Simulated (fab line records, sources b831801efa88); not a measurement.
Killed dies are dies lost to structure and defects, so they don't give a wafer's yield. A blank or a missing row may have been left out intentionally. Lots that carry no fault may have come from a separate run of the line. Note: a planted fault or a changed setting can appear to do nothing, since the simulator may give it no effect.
fab line records    flow sky130
[record] lots = 6  wafers = 18  lastDay = 49
route steps=708 shown METAL5@665 PASSIVATION@681 PAD_OPEN@694
lots untouched by any fault: they come from a run of this same line in which no faults occurred
startH: hours from the record's opening day to when the first of the lot's shown wafers began    waitH: how many hours have passed since the lot's step before this one    " same as the row above    L1.1+2: a row that stands for several wafers    - no value, or no start given    * or withheld: withheld    < > ~ a bound
route shown NAME@n: a module of which the file shows steps, and the number in the route of the first    usual: average and standard deviation across the fault-free wafers    same: alike in all rows    chamber/n: place in a boat    sites: per-site readings    _std_site: the values' standard deviation    _edge_site: outer sites' mean less inner sites'    radiusMm: for every site, how far away it sits from the centre of the wafer    mask NAME#n: copy n    behind: the tool/chamber that last shaped the wafer    hold: cause of the lot's hold/its duration in hours/its outcome    device: the transistor (n, p or np) that didn't switch    end of line: the same wafers' tests at the end of the route    a step with no rows: only its recipe    killed: count of dies lost to structure and defects at first sort (not the wafer's yield)    map: a wafer's dies, x killed, . not, _ none there
set.NAME: the run value of the setting; set.NAME@STEP: its run value at that earlier step    model.NAME: the simulator's own value behind a step, which no gauge read
certain route steps with their lots: each step a table, each wafer a row
services: from which hour (startH, from the record's first day; less than 0 if before it) a tool's chamber was out of use, for how many hours, and why
[[steps]]
[step SKY_METAL5_SPUTTER_04]
[recipe] material = TiN  targetThkNm = 70  powerW = 6500  timeS = 58.3  chamberPressurePa = 0.4
[step SKY_METAL5_RS_MEAS_05]
[recipe] thkMeasGauge = four-point-probe  reads = TiN_of_METAL5_SPUTTER_04+Ti_of_METAL5_SPUTTER_03+AlCu_of_METAL5_SPUTTER_02+TiN_of_METAL5_SPUTTER_01+Ti_of_METAL5_SPUTTER_00
[usual] METAL5_ALCU_RS = 0.0271/0.00031
lot.wafer  tool          chamber  startH   waitH  METAL5_ALCU_RS[ohm/sq]
L368.1     filmMetro-02  -        1015.44  0.0    0.0272
L368.3     "             -        "        "      0.0269
L368.6     "             -        "        "      0.0270
L375.1     filmMetro-04  -        1064.03  0.0    0.0270
L375.2     "             -        "        "      0.0272
L375.4     "             -        "        "      0.0271
L379.3     filmMetro-04  -        1088.82  0.1    0.0271
L379.4     "             -        "        "      0.0270
L379.6     "             -        "        "      0.0273
L380.1     filmMetro-02  -        1121.10  0.0    0.0267
L380.4     "             -        "        "      0.0269
L380.6     "             -        "        "      0.0271
L381.1     filmMetro-01  -        1122.33  0.0    0.0270
L381.2     "             -        "        "      0.0266
L381.5     "             -        "        "      0.0270
L383.1     filmMetro-04  -        1123.89  0.0    0.0269
L383.4     "             -        "        "      0.0270
L383.5     "             -        "        "      0.0268
[step SKY_METAL5_THK_MEAS_06]
[recipe] thkMeasGauge = xrf  reads = AlCu_of_METAL5_SPUTTER_02
[usual] METAL5_ALCU_THK = 1171/15
lot.wafer  tool          chamber  startH   waitH  METAL5_ALCU_THK[nm]
L368.1     filmMetro-02  -        1015.56  0.1    1148
L368.3     "             -        "        "      1172
L368.6     "             -        "        "      1172
L375.1     filmMetro-04  -        1064.15  0.1    1175
L375.2     "             -        "        "      1172
L375.4     "             -        "        "      1176
L379.3     filmMetro-04  -        1088.92  0.1    1159
L379.4     "             -        "        "      1159
L379.6     "             -        "        "      1156
L380.1     filmMetro-02  -        1121.22  0.1    1190
L380.4     "             -        "        "      1185
L380.6     "             -        "        "      1177
L381.1     filmMetro-01  -        1122.45  0.1    1182
L381.2     "             -        "        "      1196
L381.5     "             -        "        "      1178
L383.1     filmMetro-04  -        1124.01  0.1    1180
L383.4     "             -        "        "      1177
L383.5     "             -        "        "      1176
[step SKY_METAL5_DEHYDRATE_07]
[recipe] tempC = 200  timeS = 60
[step SKY_METAL5_HMDS_08]
[recipe] primeTimeS = 60  primeTempC = 120
[step SKY_METAL5_COAT_09]
[recipe] resist = NOVOLAK  spinRpm = 3000  resistThkNm = 1800
[step SKY_METAL5_SOFTBAKE_10]
[recipe] tempC = 90  timeS = 60  resist = NOVOLAK
[step SKY_METAL5_EXPOSE_11]
[recipe] maskId = MM5  na = 0.6  sourceShape = conventional  sigmaOuter = 0.6  polarization = unpolarized  targetCdNm = 1600  doseMj = 190
[step SKY_METAL5_PEB_12]
[recipe] tempC = withheld  timeS = *  resist = NOVOLAK
[step SKY_METAL5_DEVELOP_13]
[recipe] resist = NOVOLAK  developer = TMAH  developTimeS = 60  devTempC = 23
[step SKY_METAL5_DESCUM_14]
[recipe] chemistry = O2  sourcePowerW = 150  biasPowerW = 0  pressureMtorr = 10  tempC = 40  timeS = 11
[usual] drypumpMotorCurrentA = 5.9/0.47  oesProductAu = 1.006/0.014
[same] biasPowerW = 0
lot.wafer  tool         chamber  startH   waitH  drypumpMotorCurrentA  oesProductAu  rfHoursCounterH
L368.1     rieMetal-04  1        1037.10  0.1    6.0                   1.016         16
L368.3     "            0        "        "      5.7                   0.994         -
L368.6     "            0        "        "      5.7                   1.006         -
L375.1     rieMetal-01  1        1084.55  0.1    5.0                   1.010         10
L375.2     "            0        "        "      6.3                   1.012         4
L375.4     "            1        "        "      5.0                   1.008         -
L379.3     rieMetal-01  1        1109.17  0.1    5.0                   1.003         -
L379.4     "            0        "        "      6.3                   1.012         -
L379.6     "            1        "        "      5.0                   1.001         -
L380.1     rieMetal-04  0        1139.32  0.1    5.7                   1.009         16
L380.4     "            0        "        "      5.7                   1.001         -
L380.6     "            1        "        "      6.0                   1.012         -
L381.1     rieMetal-04  0        1140.90  0.1    5.6                   1.009         17
L381.2     "            1        "        "      6.0                   1.013         26
L381.5     "            1        "        "      6.0                   1.014         -
L383.1     rieMetal-03  1        1141.72  0.1    5.9                   0.995         5
L383.4     "            1        "        "      5.9                   0.997         -
L383.5     "            1        "        "      5.8                   0.995         -
[step SKY_METAL5_METAL_ETCH_15]
[recipe] targetDepthA = 12600  stopOn = SiO2  overEtchFrac = 0.2  timeS = 252  chemistry = Cl2/BCl3  resistSidewallDeg = 86  pressureMtorr = 10  icpW = 900  biasW = 48.5  Cl2_flow_sccm = 60  bcl3FlowSccm = 30
[usual] biasW = 48.51/0.15  drypumpMotorCurrentA = 5.9/0.47  oesProductAu = 0.895/0.0057  throttleValvePct = 22.263/0.0093
lot.wafer  tool         chamber  startH   waitH  biasW  drypumpMotorCurrentA  oesProductAu  rfHoursCounterH  throttleValvePct
L368.1     rieMetal-04  1        1037.14  0.0    48.60  6.0                   0.905         16               22.281
L368.3     "            0        "        "      48.48  5.7                   0.898         -                22.268
L368.6     "            0        "        "      48.50  5.7                   0.908         -                22.270
L375.1     rieMetal-01  1        1084.59  0.0    48.23  5.0                   0.893         10               22.273
L375.2     "            0        "        "      48.46  6.3                   0.897         4                22.250
L375.4     "            1        "        "      48.36  5.0                   0.889         -                22.277
L379.3     rieMetal-01  1        1109.27  0.1    48.42  5.0                   0.902         -                22.257
L379.4     "            0        "        "      48.55  6.3                   0.897         -                22.268
L379.6     "            1        "        "      48.56  5.0                   0.884         -                22.252
L380.1     rieMetal-04  0        1139.35  0.0    48.60  5.7                   0.897         16               22.246
L380.4     "            0        "        "      48.41  5.7                   0.894         -                22.256
L380.6     "            1        "        "      48.48  6.0                   0.895         -                22.251
L381.1     rieMetal-04  0        1140.94  0.0    48.29  5.7                   0.893         17               22.258
L381.2     "            1        "        "      48.38  6.0                   0.900         26               22.264
L381.5     "            1        "        "      48.65  6.0                   0.896         -                22.269
L383.1     rieMetal-03  1        1141.75  0.0    48.44  5.9                   0.898         5                22.278
L383.4     "            1        "        "      48.28  5.9                   0.888         -                22.270
L383.5     "            1        "        "      48.37  5.9                   0.889         -                22.257
[step SKY_METAL5_STRIP_16]
[recipe] chemistry = O2/N2  powerW = 1400  pressureMtorr = 1500  platenTempC = withheld  o2FlowSccm = 3000  n2FlowSccm = 300  overashFraction = 0.5
[usual] drypumpMotorCurrentA = 5.5/0.36  oesProductAu = 0.711/0.0052  stripTimeToEndpointS = 13.01/0.18
lot.wafer  tool            chamber  startH   waitH  drypumpMotorCurrentA  oesProductAu  rfHoursCounterH  stripTimeToEndpointS
L368.1     plasmaAsher-04  1        1037.37  0.2    5.4                   0.713         91               12.83
L368.3     "               0        "        "      5.6                   0.717         -                12.96
L368.6     "               0        "        "      5.6                   0.708         -                12.89
L375.1     plasmaAsher-04  0        1084.82  0.2    5.6                   0.719         96               13.05
L375.2     "               1        "        "      5.4                   0.722         96               12.78
L375.4     "               0        "        "      5.6                   0.701         -                13.07
L379.3     plasmaAsher-02  0        1109.46  0.1    5.8                   0.708         -                13.09
L379.4     "               1        "        "      5.5                   0.725         -                12.76
L379.6     "               1        "        "      5.5                   0.711         -                13.12
L380.1     plasmaAsher-02  0        1139.59  0.2    5.8                   0.707         7                13.16
L380.4     "               1        "        "      5.5                   0.716         -                13.12
L380.6     "               1        "        "      5.6                   0.709         -                13.13
L381.1     plasmaAsher-02  1        1141.17  0.2    5.6                   0.713         7                13.12
L381.2     "               0        "        "      5.9                   0.714         7                12.97
L381.5     "               0        "        "      5.9                   0.715         -                13.00
L383.1     plasmaAsher-03  0        1141.99  0.2    4.8                   0.717         40               13.08
L383.4     "               1        "        "      5.9                   0.715         -                13.11
L383.5     "               0        "        "      4.9                   0.702         -                13.11
[step SKY_METAL5_STRIP_17]
[recipe] chemistry = postEtchResidueRemover  timeS = 1200  tempC = 72.5
[step SKY_METAL5_CLEAN_18]
[recipe] chemistry = IPA  timeS = 180  tempC = 25
[step SKY_METAL5_CLEAN_19]
[recipe] chemistry = O3/DIW  dry = n2Spin
[step SKY_PASSIVATION_CVD_00]
[recipe] material = SiO2  targetThkNm = 90  tempC = 400  timeS = withheld  rfW = 600
[usual] heaterPowerW = 647/100
lot.wafer  tool      chamber  startH   waitH  heaterPowerW
L368.1     pecvd-02  1        1037.97  0.0    448
L368.3     "         2        "        "      611
L368.6     "         1        "        "      448
L375.1     pecvd-04  0        1085.41  0.0    678
L375.2     "         1        "        "      667
L375.4     "         1        "        "      673
L379.3     pecvd-04  0        1110.05  0.0    620
L379.4     "         2        "        "      632
L379.6     "         0        "        "      638
L380.1     pecvd-04  1        1140.20  0.0    676
L380.4     "         0        "        "      707
L380.6     "         1        "        "      672
L381.1     pecvd-04  0        1141.80  0.0    699
L381.2     "         1        "        "      679
L381.5     "         1        "        "      688
L383.1     pecvd-01  1        1142.62  0.0    589
L383.4     "         1        "        "      592
L383.5     "         0        "        "      597
[step SKY_PASSIVATION_THK_MEAS_01]
[recipe] reads = SiO2_of_PASSIVATION_CVD_00
[usual] PASSIVATION_CVD_00_THK = 90.2/1.8
lot.wafer  tool          chamber  startH   waitH  PASSIVATION_CVD_00_THK[nm]
L368.1     filmMetro-04  -        1037.99  -      87.3
L368.3     "             -        "        "      86.5
L368.6     "             -        "        "      89.1
L375.1     filmMetro-04  -        1085.44  -      90.3
L375.2     "             -        "        "      91.1
L375.4     "             -        "        "      92.3
L379.3     filmMetro-03  -        1110.10  -      89.4
L379.4     "             -        "        "      89.1
L379.6     "             -        "        "      90.8
L380.1     filmMetro-04  -        1140.23  -      90.5
L380.4     "             -        "        "      91.8
L380.6     "             -        "        "      91.2
L381.1     filmMetro-04  -        1141.83  -      90.5
L381.2     "             -        "        "      90.3
L381.5     "             -        "        "      92.0
L383.1     filmMetro-03  -        1142.64  -      90.5
L383.4     "             -        "        "      91.9
L383.5     "             -        "        "      91.9
[step SKY_PASSIVATION_CVD_02]
[recipe] material = Si3N4  targetThkNm = 540  tempC = 400  timeS = withheld  rfW = 450
[usual] heaterPowerW = 694/110
lot.wafer  tool      chamber  startH   waitH  heaterPowerW
L368.1     pecvd-04  1        1038.05  0.1    806
L368.3     "         2        "        "      697
L368.6     "         0        "        "      753
L375.1     pecvd-01  1        1085.50  0.1    635
L375.2     "         0        "        "      636
L375.4     "         2        "        "      715
L379.3     pecvd-01  0        1110.14  0.0    623
L379.4     "         0        "        "      649
L379.6     "         1        "        "      679
L380.1     pecvd-02  0        1140.29  0.1    1008
L380.4     "         0        "        "      819
L380.6     "         1        "        "      540
L381.1     pecvd-02  2        1141.89  0.1    668
L381.2     "         0        "        "      957
L381.5     "         2        "        "      709
L383.1     pecvd-04  1        1142.70  0.1    821
L383.4     "         0        "        "      750
L383.5     "         1        "        "      685
[step SKY_PASSIVATION_THK_MEAS_03]
[recipe] reads = Si3N4_of_PASSIVATION_CVD_02
[usual] PASSIVATION_CVD_02_THK = 540/7.7
lot.wafer  tool          chamber  startH   waitH  PASSIVATION_CVD_02_THK[nm]
L368.1     filmMetro-03  -        1038.28  -      539
L368.3     "             -        "        "      543
L368.6     "             -        "        "      554
L375.1     filmMetro-03  -        1085.72  -      537
L375.2     "             -        "        "      536
L375.4     "             -        "        "      548
L379.3     filmMetro-03  -        1110.38  -      545
L379.4     "             -        "        "      544
L379.6     "             -        "        "      539
L380.1     filmMetro-01  -        1140.52  -      526
L380.4     "             -        "        "      545
L380.6     "             -        "        "      541
L381.1     filmMetro-01  -        1142.12  -      530
L381.2     "             -        "        "      525
L381.5     "             -        "        "      535
L383.1     filmMetro-01  -        1143.04  -      544
L383.4     "             -        "        "      550
L383.5     "             -        "        "      546
[step SKY_PASSIVATION_DEHYDRATE_04]
[recipe] tempC = 200  timeS = 60
[step SKY_PASSIVATION_HMDS_05]
[recipe] primeTimeS = 60  primeTempC = 120
[step SKY_PASSIVATION_COAT_06]
[recipe] spinRpm = 2000  resistThkNm = 3000
[step SKY_PASSIVATION_SOFTBAKE_07]
[recipe] tempC = 110  timeS = withheld
[step SKY_PASSIVATION_EXPOSE_08]
[recipe] maskId = NSM  targetCdNm = 3000  na = 0.57  doseMj = 260
[step SKY_PASSIVATION_PEB_09]
[recipe] tempC = 115  timeS = withheld
[step SKY_PASSIVATION_DEVELOP_10]
[recipe] developTimeS = 60  devTempC = 23
[step SKY_PASSIVATION_ETCH_11]
[recipe] chemistry = CF4/O2  targetDepthNm = 725  stopOn = AlCu  sourceW = 800  biasW = 150  pressureMtorr = 150  cf4FlowSccm = 80  O2_flow_sccm = 10  timeS = 161.1
[step SKY_PASSIVATION_STRIP_12]
[recipe] chemistry = O2/N2  powerW = 1400  pressureMtorr = 1500  platenTempC = withheld  overashFraction = 0.7  o2FlowSccm = 3000  n2FlowSccm = 300
[usual] drypumpMotorCurrentA = 5.4/0.37  oesProductAu = 0.661/0.0047  stripTimeToEndpointS = 31.50/0.17
lot.wafer  tool            chamber  startH   waitH  drypumpMotorCurrentA  oesProductAu  rfHoursCounterH  stripTimeToEndpointS
L368.1     plasmaAsher-03  1        1060.07  0.1    5.9                   0.664         33               31.12
L368.3     "               1        "        "      5.9                   0.661         -                31.26
L368.6     "               1        "        "      5.9                   0.666         -                31.30
L375.1     plasmaAsher-01  0        1106.01  0.1    5.2                   0.658         64               31.37
L375.2     "               1        "        "      5.3                   0.655         64               31.31
L375.4     "               1        "        "      5.4                   0.653         -                31.31
L379.3     plasmaAsher-01  0        1128.60  0.1    5.2                   0.661         -                31.41
L379.4     "               1        "        "      5.3                   0.657         -                31.47
L379.6     "               1        "        "      5.3                   0.666         -                31.43
L380.1     plasmaAsher-01  1        1158.31  0.1    5.3                   0.657         69               31.38
L380.4     "               1        "        "      5.4                   0.660         -                31.34
L380.6     "               1        "        "      5.3                   0.658         -                31.63
L381.1     plasmaAsher-02  1        1159.51  0.1    5.6                   0.659         9                31.35
L381.2     "               0        "        "      5.8                   0.655         9                31.58
L381.5     "               0        "        "      5.8                   0.658         -                31.38
L383.1     plasmaAsher-01  0        1160.97  0.1    5.2                   0.657         70               31.72
L383.4     "               1        "        "      5.4                   0.662         -                31.65
L383.5     "               1        "        "      5.4                   0.660         -                31.50
[step SKY_PAD_OPEN_DEHYDRATE_00]
[recipe] tempC = 200  timeS = 60
[step SKY_PAD_OPEN_HMDS_01]
[recipe] primeTimeS = 60  primeTempC = 120
[step SKY_PAD_OPEN_COAT_02]
[recipe] spinRpm = 2000  resistThkNm = 3000
[step SKY_PAD_OPEN_SOFTBAKE_03]
[recipe] tempC = 110  timeS = withheld
[step SKY_PAD_OPEN_EXPOSE_04]
[recipe] maskId = PDM  targetCdNm = 60000  na = 0.57  doseMj = 260
[step SKY_PAD_OPEN_PEB_05]
[recipe] tempC = 115  timeS = withheld
[step SKY_PAD_OPEN_DEVELOP_06]
[recipe] developTimeS = 60  devTempC = 23
[step SKY_PAD_OPEN_ETCH_07]
[recipe] chemistry = CF4/O2  targetDepthNm = 725  stopOn = AlCu  sourceW = 800  biasW = 150  pressureMtorr = 150  cf4FlowSccm = 80  O2_flow_sccm = 10  timeS = 161.1
[step SKY_PAD_OPEN_STRIP_08]
[recipe] chemistry = O2/N2  powerW = 1400  pressureMtorr = 1500  platenTempC = withheld  overashFraction = 0.7  o2FlowSccm = 3000  n2FlowSccm = 300
[step SKY_PAD_OPEN_STRIP_09]
[recipe] chemistry = postEtchResidueRemover  timeS = 1200  tempC = 72.5
[step SKY_PAD_OPEN_CLEAN_10]
[recipe] chemistry = IPA  timeS = 180  tempC = 25
[step SKY_PAD_OPEN_CLEAN_11]
[recipe] chemistry = O3/DIW  dry = n2Spin
[step SKY_PAD_OPEN_ANNEAL_12]
[recipe] tempC = 400  timeS = withheld  ambient = N2/H2  idleTempC = 300  rampUpCPerMin = 8  rampDownCPerMin = 4
[step SKY_PAD_OPEN_PROBE_99]
[usual] defectLimitedYield = 82.8/1.9  killed_at_M0_to_M3 = 42/6.3  killed_at_M4_up = 3.2/1.9  killedAtContacts = 24/5.8  killedAtFrontEnd = 15/4.3  killedAtOther = 0.2/0.62  killedDies = 85/9.3  killedOpen = 46/6.8  killedShort = 38/6.1  sort_bin_3_pad_short = 0.8/0.43  sort_bin_5_function = 10.2/1.5  sort_bin_6_memory = 6.2/1.1  sortNPass = 407/9.3  sortYieldPct = 82.8/1.9
[same] grossDies = 492  killedAtBackSide = 0  sort_bin_4_leakage[%] = 0  sort_bin_8_speed[%] = 0
lot.wafer  tool       chamber  startH   waitH  defectLimitedYield[%]  killed_at_M0_to_M3  killed_at_M4_up  killedAtContacts  killedAtFrontEnd  killedAtOther  killedDies  killedOpen  killedShort  sort_bin_3_pad_short[%]  sort_bin_5_function[%]  sort_bin_6_memory[%]  sortNPass  sortYieldPct[%]  model.etest.tester.sortNPass  model.etest.tester.sortYieldPct  model.etest.tester.sort_bin_5_pct  model.etest.tester.sort_bin_3_pct
L368.1     prober-01  -        1083.05  0.1    81.1                   42                  5                32                14                0              93          50          43           0.8                      11.4                    6.7                   399        81.1             399                           81.1                             11.38                              0.813
L368.3     prober-01  -        1083.15  0.2    85.8                   40                  2                17                11                0              70          44          26           1.0                      8.3                     4.9                   422        85.8             422                           85.77                            8.333                              1.016
L368.6     prober-01  -        1083.30  0.2    78.7                   58                  1                26                18                2              105         57          48           0.4                      11.8                    9.1                   387        78.7             387                           78.66                            11.79                              0.4065
L379.3     prober-02  -        1148.64  0.2    85.6                   39                  4                14                13                1              71          38          32           0.6                      9.6                     4.3                   421        85.6             421                           85.57                            9.553                              0.6098
L379.4     prober-02  -        1148.69  0.2    84.3                   51                  1                17                8                 0              77          41          36           0.8                      10.6                    4.3                   415        84.3             415                           84.35                            10.57                              0.813
L379.6     prober-02  -        1148.79  0.2    85.8                   33                  2                21                14                0              70          42          28           0.8                      8.3                     5.1                   422        85.8             422                           85.77                            8.333                              0.813
L380.1     prober-01  -        1177.39  0.1    72.4                   49                  43               23                21                0              136         57          37           4.3                      16.5                    6.9                   356        72.4             356                           72.36                            16.46                              4.268
L380.4     prober-01  -        1177.54  0.2    71.1                   46                  54               25                17                0              142         43          46           2.8                      18.1                    7.9                   350        71.1             350                           71.14                            18.09                              2.846
L380.6     prober-01  -        1177.64  0.2    72.8                   39                  55               20                20                0              134         38          41           3.5                      16.7                    7.1                   358        72.8             358                           72.76                            16.67                              3.455
L381.1     prober-02  -        1178.70  0.1    76.0                   41                  59               13                5                 0              118         30          30           2.6                      14.8                    6.5                   374        76.0             374                           76.02                            14.84                              2.642
L381.2     prober-02  -        1178.75  0.1    73.0                   47                  46               24                16                0              133         53          39           1.8                      17.5                    7.7                   359        73.0             359                           72.97                            17.48                              1.829
L381.5     prober-02  -        1178.90  0.2    73.4                   49                  42               25                15                0              131         53          36           3.3                      16.7                    6.7                   361        73.4             361                           73.37                            16.67                              3.252
L383.1     prober-01  -        1179.69  0.1    84.3                   36                  3                24                14                0              77          42          35           0.8                      8.1                     6.7                   415        84.3             415                           84.35                            8.13                               0.813
L383.4     prober-01  -        1179.84  0.2    80.7                   47                  5                23                20                0              95          43          52           2.2                      10.8                    6.3                   397        80.7             397                           80.69                            10.77                              2.236
L383.5     prober-01  -        1179.89  0.2    83.7                   43                  3                24                10                0              80          47          33           0.2                      8.7                     7.3                   412        83.7             412                           83.74                            8.74                               0.2033
// killed by level:class
L368.1 CONTACT:geometricParticle:open=16 VIA1:geometricParticle:open=15 METAL1:geometricParticle:short=11 CONTACT:geometricParticle:short=6 LI_CONTACT:geometricParticle:open=5 VIA3:geometricParticle:open=5 METAL4:geometricParticle:short=5 LI_CONTACT:geometricParticle:short=4
L368.3 VIA2:geometricParticle:open=9 CONTACT:geometricParticle:open=8 METAL2:geometricParticle:short=6 VIA1:geometricParticle:open=6 LI_CONTACT:geometricParticle:open=5 FIELD_ISO:geometricParticle:open=4 VIA2:geometricParticle:short=4 VIA1:geometricParticle:short=3
L368.6 VIA1:geometricParticle:open=13 VIA3:geometricParticle:open=9 CONTACT:geometricParticle:open=8 LI_CONTACT:geometricParticle:open=7 FIELD_ISO:geometricParticle:open=6 METAL1:geometricParticle:short=6 VIA2:geometricParticle:open=6 LOCAL_INTERCONNECT:geometricParticle:short=5
L379.3 VIA1:geometricParticle:open=12 CONTACT:geometricParticle:open=6 VIA2:geometricParticle:open=6 LI_CONTACT:geometricParticle:open=5 POLY_GATE:geometricParticle:short=4 VIA1:geometricParticle:short=4 VIA3:geometricParticle:short=4 VIA3:geometricParticle:open=4
L379.4 VIA3:geometricParticle:open=11 METAL2:geometricParticle:short=10 VIA1:geometricParticle:open=8 LI_CONTACT:geometricParticle:open=7 CONTACT:geometricParticle:open=5 VIA2:geometricParticle:short=5 POLY_GATE:geometricParticle:open=4 METAL1:geometricParticle:short=4
L379.6 LI_CONTACT:geometricParticle:open=10 VIA2:geometricParticle:open=6 METAL3:geometricParticle:short=6 METAL1:geometricParticle:short=5 CONTACT:geometricParticle:open=5 VIA1:geometricParticle:open=5 FIELD_ISO:geometricParticle:open=4 POLY_GATE:geometricParticle:open=4
L380.1 METAL5:unspecified=41 VIA1:geometricParticle:open=16 VIA3:geometricParticle:open=10 CONTACT:geometricParticle:open=9 FIELD_ISO:geometricParticle:short=6 POLY_GATE:geometricParticle:open=5 METAL1:geometricParticle:short=5 LI_CONTACT:geometricParticle:open=5
L380.4 METAL5:unspecified=53 METAL1:geometricParticle:short=9 CONTACT:geometricParticle:open=8 POLY_GATE:geometricParticle:short=7 VIA2:geometricParticle:open=7 VIA3:geometricParticle:open=7 LOCAL_INTERCONNECT:geometricParticle:short=6 VIA1:geometricParticle:open=6
L380.6 METAL5:unspecified=53 POLY_GATE:geometricParticle:short=6 METAL2:geometricParticle:short=6 VIA1:geometricParticle:open=6 FIELD_ISO:geometricParticle:short=5 LI_CONTACT:geometricParticle:open=5 CONTACT:geometricParticle:open=5 METAL1:geometricParticle:short=5
L381.1 METAL5:unspecified=57 VIA3:geometricParticle:open=8 METAL1:geometricParticle:short=7 VIA1:geometricParticle:short=5 CONTACT:geometricParticle:open=5 VIA2:geometricParticle:open=5 METAL3:geometricParticle:short=5 VIA1:geometricParticle:open=4
L381.2 METAL5:unspecified=40 VIA3:geometricParticle:open=10 CONTACT:geometricParticle:open=9 METAL1:geometricParticle:short=8 VIA1:geometricParticle:open=8 FIELD_ISO:geometricParticle:open=6 VIA2:geometricParticle:open=5 LI_CONTACT:geometricParticle:open=4
L381.5 METAL5:unspecified=42 LI_CONTACT:geometricParticle:open=10 VIA1:geometricParticle:open=8 VIA3:geometricParticle:open=7 LOCAL_INTERCONNECT:geometricParticle:short=6 POLY_GATE:geometricParticle:open=5 METAL2:geometricParticle:short=5 CONTACT:geometricParticle:open=5
L383.1 CONTACT:geometricParticle:open=17 METAL2:geometricParticle:short=8 FIELD_ISO:geometricParticle:open=4 POLY_GATE:geometricParticle:open=4 VIA1:geometricParticle:open=4 METAL1:geometricParticle:short=4 VIA2:geometricParticle:open=4 METAL3:geometricParticle:short=4
L383.4 CONTACT:geometricParticle:open=10 FIELD_ISO:geometricParticle:short=9 VIA3:geometricParticle:short=9 VIA2:geometricParticle:open=8 VIA1:geometricParticle:open=7 VIA3:geometricParticle:open=6 LI_CONTACT:geometricParticle:open=4 LOCAL_INTERCONNECT:geometricParticle:short=4
L383.5 VIA1:geometricParticle:open=11 CONTACT:geometricParticle:open=10 VIA2:geometricParticle:open=10 METAL1:geometricParticle:short=6 VIA1:geometricParticle:short=6 POLY_GATE:geometricParticle:open=5 LI_CONTACT:geometricParticle:open=4 LOCAL_INTERCONNECT:geometricParticle:short=4
// map L380.4 (x killed, . not)
__________....x....._________
________.x.x.....x..x._______
______...x........x...xx_____
_____......x...xx...x....____
____....x..x..xxxxxx......___
___.x.x.x....xxxxxxxx.....x__
__....x....xxxxxxxxxx......x_
_..........xxxxxxxxx...x.....
_...xxxx....xxxxxxxxx.xx.x.x.
_..........xxxxxxxxx.x.x.....
_...x.....x...xxxx......x...x
_..........x..x.x..x.x..x....
_.....x...xx.................
_........x..x..x......x.x.x.x
_xx............x..x...x...x..
__..x............x...x..xx.x_
___.x.x..x..x....x.x.x.x...__
____...x..................___
_____..x..x.x....x.x....x____
______.x...xx.....x....x_____
________x...x........._______
__________....x....._________
// map L381.2 (x killed, . not)
__________...x......_________
________....x...x.xx.._______
______........x.x......._____
_____......x.....x...x..x____
____x.....x....xx..x..x.x.___
___.....x.....x........x.xx__
__xx.....x.x.....xx...xx..x._
_.x......x...x.....x.........
_..x..x...x...x.xx.xx........
_..x..x.......xx..x..........
_..........xx..............x.
_..x..........xx.............
_.x.xx.x.............x..x....
_.xxx...x.............xx.x...
_.....x................xx....
__xx.xxxxx.x..x..x..xx.xx..._
___x.xxxxxxx.xx............__
____xxxxxxxxx.............___
_____xxxxxxx.x...x..xx...____
______xxxxxx.....x..x..x_____
________xxxx..x......._______
__________.x....xx.x_________
[[services]]
tool            chamber  startH   hours  kind
pecvd-01        0        1024.45  5.5    scheduledDown
pecvd-01        0        1029.91  2.1    scheduledDown
plasmaAsher-02  -        1044.82  2.9    repair
rieMetal-03     1        1052.55  9.4    repair
plasmaAsher-02  -        1055.25  9.0    pm
plasmaAsher-02  0        1055.25  9.0    ventCycle
plasmaAsher-02  1        1055.25  9.0    ventCycle
rieMetal-03     1        1061.95  -      clean
rieMetal-03     1        1061.95  15.5   scheduledDown
rieMetal-03     1        1061.95  15.5   ventCycle
plasmaAsher-02  0        1064.25  -      clean
plasmaAsher-02  1        1064.25  -      clean
plasmaAsher-04  -        1069.21  1.1    repair
pecvd-01        2        1078.22  5.5    scheduledDown
pecvd-02        0        1082.58  5.5    scheduledDown
pecvd-02        -        1109.66  0.8    repair
rieMetal-01     0        1110.88  9.3    repair
pecvd-01        1        1118.82  21.7   repair
pecvd-01        -        1120.68  2.8    pm
pecvd-04        0        1122.42  12.9   repair
pecvd-04        2        1137.12  13.5   repair
pecvd-04        1        1153.65  3.1    repair
[[key]]
[firstSign] step = SKY_PAD_OPEN_PROBE_99  reading = killed_at_M4_up  direction = up  sigmas = 25  usual = 3.2  struck = 49.8
[effect] step = SKY_PAD_OPEN_PROBE_99  reading = defectLimitedYield  direction = down  sigmas = 5.2  usual = 82.8  struck = 73.1
[modelEffect] step = SKY_PAD_OPEN_PROBE_99  value = etest.tester.sortNPass  without = 399.2  struck = 359.7
metAt SKY_METAL5_STRIP_16
struckWafers L380.1,L380.4,L380.6,L381.1,L381.2,L381.5
onsetBetween 1109.46 1139.59
alsoFits SKY_METAL5_DESCUM_14:rieMetal-04,SKY_METAL5_METAL_ETCH_15:rieMetal-04,SKY_PASSIVATION_CVD_00:pecvd-04,SKY_PASSIVATION_CVD_02:pecvd-02
[fault] kind = chamberParticleSource  tool = plasmaAsher-02  chamber = -  onsetH = 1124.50  steps = SKY_METAL5_STRIP_16  ratePerVisitCm2 = 0.80728  endH = 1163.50
